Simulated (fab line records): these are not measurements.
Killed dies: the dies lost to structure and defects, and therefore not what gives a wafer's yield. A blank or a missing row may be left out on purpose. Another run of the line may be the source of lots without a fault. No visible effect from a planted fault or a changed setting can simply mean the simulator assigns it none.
Code-filled problem report in 8D (eight disciplines) form | flow gf180mcu | the parts of the form that need people (team, actions taken, sign-off) are left out

1. WHAT WENT WRONG
GF_MIM_SPUTTER_08, chamber pressure pa: mean 0.4348 Pa over 1 wafer from 1 lot; wafers with no fault: 0.4001 Pa, standard deviation 0.00082. That puts it +42 standard deviations away from the usual mean.
The step: material AlCu, target thk 200 nm, time 10.6 s.
Seen first at day 28 15:14 on pvd sputter-04, wafer L175.4. The record has a number at this step for 39 wafers belonging to 13 lots. The rule behind "out" and "out of limits": a value lying over 4 standard deviations away from the usual mean. The rest of the wafers with a number are treated as sound.

2. WHAT IT IS, AND WHAT IT ISN'T
question                    | is                  | is not
which readings at this step | chamber pressure pa | throttle valve pct
which lots                  | L175                | L163, L164, L165, L167, L168, L169, L170, L172, L180, L181, L182, L185
which wafers of those lots  | L175.4              | L175.1, L175.5
read on which tools         | pvd sputter-04      | pvd sputter-01, pvd sputter-02
when                        | from day 28 15:14   | up to then (26 sound wafers); but 12 sound wafers of L180, L181, L182, L185 came after

3. SUSPECTS, AND WHAT RULES EACH OUT
Counting: a tool at a process step up to the reading stays a suspect if it ran every lot that is out. Sound lots after the first of them don't rule it out here, since some wafers of a struck lot are sound.
- rie diel-02 at GF_V4_ETCH_16 (etches BARC in N2/H2): kept. It ran the lot that is out, L175 (day 28 13:24); its last sound lot up to then is L167 (day 26 03:07).
- pvd sputter-04 at GF_MIM_SPUTTER_08 (material AlCu, target thk 200 nm, time 10.6 s): kept. It ran the lot that is out, L175 (day 28 15:14); its last sound lot up to then is L170 (day 27 05:00). Its own chamber pressure pa readings are out on those wafers.
- Within rie diel-02 at GF_V4_ETCH_16: the wafers that are out ran in chamber 3; their sound lot-mates ran in chamber 2.
Remaining after the count are rie diel-02 at GF_V4_ETCH_16 and pvd sputter-04 at GF_MIM_SPUTTER_08.

4. THE CAUSE (what the simulator had put in)
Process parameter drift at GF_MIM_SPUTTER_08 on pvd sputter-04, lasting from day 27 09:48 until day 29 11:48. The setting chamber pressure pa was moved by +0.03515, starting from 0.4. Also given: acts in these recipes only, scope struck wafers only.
This tool is one of the 2 suspects left after counting.

5. THE EFFECT CHAIN, in route order
Each row: a reading where the mean over the struck wafers with a number is more than 3 standard deviations away from the usual. Only readings for which the record gives a usual standard deviation are gone through. hours: the time from each lot's start at the first step in this table that gives one to its start at this step, as a median over the lots. sigmas: the change in usual standard deviations.
hours | step              | reading             | usual     | on struck wafers | change  | sigmas
0     | GF_MIM_SPUTTER_08 | chamber pressure pa | 0.4001 Pa | 0.4348           | +0.0347 | +42
The process steps in it:
- GF_MIM_SPUTTER_08: material AlCu, target thk 200 nm, time 10.6 s.

6. WHAT WOULD HAVE CAUGHT IT SOONER
First out-of-limits reading in this record: day 28 15:14, which is 29 hours after fault onset at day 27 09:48.
